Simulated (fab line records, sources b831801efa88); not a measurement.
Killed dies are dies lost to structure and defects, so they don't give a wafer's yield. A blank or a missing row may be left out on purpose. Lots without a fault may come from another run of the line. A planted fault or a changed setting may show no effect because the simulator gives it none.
Which tool did it? | flow gf180mcu | 12 lots, 36 wafers sampled, at 4 steps of a route of 602

WHAT THE GAUGES READ, wafer by wafer
GF_MVSD_TW_MEAS_11.
lot  | measured    | on            | MVSD_TW
L516 | day 4 17:05 | film_metro-04 | 1586 1586 1574
L517 | day 4 22:26 | film_metro-04 | 1574 1580 1572
L524 | day 6 15:56 | film_metro-04 | 1595 1606 1599
L526 | day 7 04:03 | film_metro-01 | 1596 1587 1594
L527 | day 7 06:33 | film_metro-01 | 1766 1769 1772
L529 | day 7 20:01 | film_metro-01 | 1766 1765 1764
L530 | day 8 02:23 | film_metro-04 | 1586 1603 1596
L533 | day 8 22:28 | film_metro-04 | 1591 1578 1588
L534 | day 9 01:35 | film_metro-03 | 1580 1580 1584
L535 | day 9 06:47 | film_metro-01 | 1589 1589 1588
L536 | day 9 10:13 | film_metro-03 | 1597 1583 1584
L537 | day 9 21:58 | film_metro-04 | 1587 1584 1585

GF_VT_IMPLANT_RS_MEAS_46: measures by four-point-probe.
lot  | measured     | on            | MVSD_RS (ohm/sq)
L516 | day 7 20:14  | film_metro-04 | 455.0 456.0 456.6
L517 | day 8 02:32  | film_metro-01 | 458.2 459.6 459.2
L524 | day 10 00:34 | film_metro-04 | 454.3 455.0 454.9
L526 | day 10 17:31 | film_metro-04 | 457.1 457.3 455.8
L527 | day 10 19:10 | film_metro-01 | 383.3 382.8 382.7
L529 | day 11 10:26 | film_metro-01 | 382.2 381.5 382.3
L530 | day 11 17:29 | film_metro-03 | 456.0 455.1 455.2
L533 | day 12 18:20 | film_metro-04 | 455.7 457.1 455.2
L534 | day 12 22:25 | film_metro-01 | 457.3 458.5 458.5
L535 | day 13 05:56 | film_metro-03 | 456.2 456.9 456.5
L536 | day 13 07:44 | film_metro-03 | 455.3 455.5 455.0
L537 | day 13 23:59 | film_metro-03 | 459.0 458.8 459.3

WHICH TOOL RAN EACH LOT (tool, then ch and the chambers of the sampled wafers, then the start)
lot  | GF_STI_CMP_25                | GF_MVSD_IMPLANT_08
L516 | cmp-02 ch 1,2,3, day 2 09:58 | implanter-04 ch 0, day 4 16:41
L517 | cmp-01 ch 0,1,3, day 2 13:40 | implanter-03 ch 0, day 4 22:02
L524 | cmp-01 ch 0,1,3, day 4 03:34 | implanter-03 ch 0, day 6 15:33
L526 | cmp-02 ch 2,3, day 4 12:17   | implanter-01 ch 0, day 7 03:41
L527 | cmp-01 ch 1,2, day 4 18:10   | implanter-01 ch 0, day 7 06:10
L529 | cmp-01 ch 1,2, day 5 04:50   | implanter-01 ch 0, day 7 19:37
L530 | cmp-02 ch 0,1,2, day 5 10:13 | implanter-04 ch 0, day 8 01:59
L533 | cmp-01 ch 0,3, day 6 01:50   | implanter-04 ch 0, day 8 22:04
L534 | cmp-01 ch 0,2, day 6 07:17   | implanter-03 ch 0, day 9 01:11
L535 | cmp-02 ch 0,3, day 6 11:07   | implanter-04 ch 0, day 9 06:25
L536 | cmp-02 ch 0,1,3, day 6 16:11 | implanter-03 ch 0, day 9 09:49
L537 | cmp-02 ch 0,2,3, day 6 23:56 | implanter-04 ch 0, day 9 21:34
- GF_STI_CMP_25: polishes, stops on Si3N4, t overpolish 33 s, target thk 524.6 nm.
- GF_MVSD_IMPLANT_08

WHAT THE TOOLS THEMSELVES READ (means of the sampled wafers that have a number; where no wafer has one, the mark that the record gives instead)
GF_STI_CMP_25.
lot  | tool   | head_pressure_psi (psi) | motor_current_A (A) | overpolish_run_s (s) | time_to_endpoint_s (s)
L516 | cmp-02 | 3.996                   | 11.9                | 33.004               | 123
L517 | cmp-01 | 3.997                   | 12.1                | 33.001               | 128
L524 | cmp-01 | 3.990                   | 11.7                | 32.998               | 118
L526 | cmp-02 | 4.006                   | 11.6                | 32.998               | 123
L527 | cmp-01 | 4.001                   | 11.9                | 33.004               | 122
L529 | cmp-01 | 4.004                   | 12.3                | 33.000               | 122
L530 | cmp-02 | 3.997                   | 12.5                | 32.999               | 124
L533 | cmp-01 | 4.000                   | 11.6                | 32.998               | 125
L534 | cmp-01 | 3.994                   | 11.3                | 33.005               | 125
L535 | cmp-02 | 3.997                   | 12.4                | 33.004               | 123
L536 | cmp-02 | 3.994                   | 12.7                | 32.999               | 125
L537 | cmp-02 | 4.008                   | 12.4                | 33.000               | 129

GF_MVSD_IMPLANT_08.
lot  | tool         | beam_energy_keV | dose_ions_cm2 | faraday_current_uA
L516 | implanter-04 | 399.94          | 1.5996e+13    | 90.7
L517 | implanter-03 | 400.17          | 1.6008e+13    | 90.3
L524 | implanter-03 | 400.04          | 1.6006e+13    | 90.4
L526 | implanter-01 | 399.85          | 1.6009e+13    | 90.6
L527 | implanter-01 | 400.04          | 2.3286e+13    | 129.3
L529 | implanter-01 | 399.99          | 2.3278e+13    | 132.1
L530 | implanter-04 | 399.99          | 1.5995e+13    | 90.3
L533 | implanter-04 | 399.97          | 1.6005e+13    | 90.7
L534 | implanter-03 | 399.93          | 1.5978e+13    | 90.4
L535 | implanter-04 | 399.94          | 1.5992e+13    | 89.8
L536 | implanter-03 | 400.19          | 1.6002e+13    | 89.3
L537 | implanter-04 | 400.02          | 1.5991e+13    | 90.5

THE ANSWER, worked out from the rows above alone
Rule: what is usual is taken from the lots themselves. Put in order of their means at a reading, lots are off if they are a third of the lots or fewer, leave a main group of 4 or more, and stand apart from it by a gap of 3 or more times the standard deviation of the main group's means; of several such gaps the widest counts. A main group whose means are all the same, to the digits that the tables above print for the reading, isn't used. A lot without any number at a reading at which 4 lots or more have one is off too. The other lots that the step has rows for count as sound. The gauges are gone through in route order, then the tools' own readings, and for those a lot's mean is taken as printed above. The first step at which some lot is off is used, and at that step the reading that is off furthest; a lot without a number counts as furthest.
Off: L527, L529, at GF_MVSD_TW_MEAS_11 (MVSD_TW). The main group: mean 1587, standard deviation 6.8.
A tool fits if, at a process step before that reading, it ran every lot that is off, and no sound lot after the first of them. The gauges at GF_MVSD_TW_MEAS_11 aren't tried: what is off there is off at GF_MVSD_IMPLANT_08 too, on other tools, and a gauge's error can't cause that. One fits: implanter-01 at GF_MVSD_IMPLANT_08. Its last sound lot is L526 (day 7 03:41), its first lot that is off L527 (day 7 06:10): a fault that began between those two fits.
The tool's own readings at GF_MVSD_IMPLANT_08 bear it out: on the lots that are off they differ by more than 5 times the standard deviation of the sound lots' means. dose_ions_cm2 reads 2.3282e+13 there against 1.5998e+13 on the sound lots; faraday_current_uA reads 130.7 there against 90.3 on the sound lots.

WHAT THE SIMULATOR HAD PUT IN
Process parameter drift: implanter-01, from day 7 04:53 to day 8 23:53, at GF_MVSD_IMPLANT_08. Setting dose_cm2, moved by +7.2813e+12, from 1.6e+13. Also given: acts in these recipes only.
Lots struck among those shown: L527, L529. The rule above found the same.
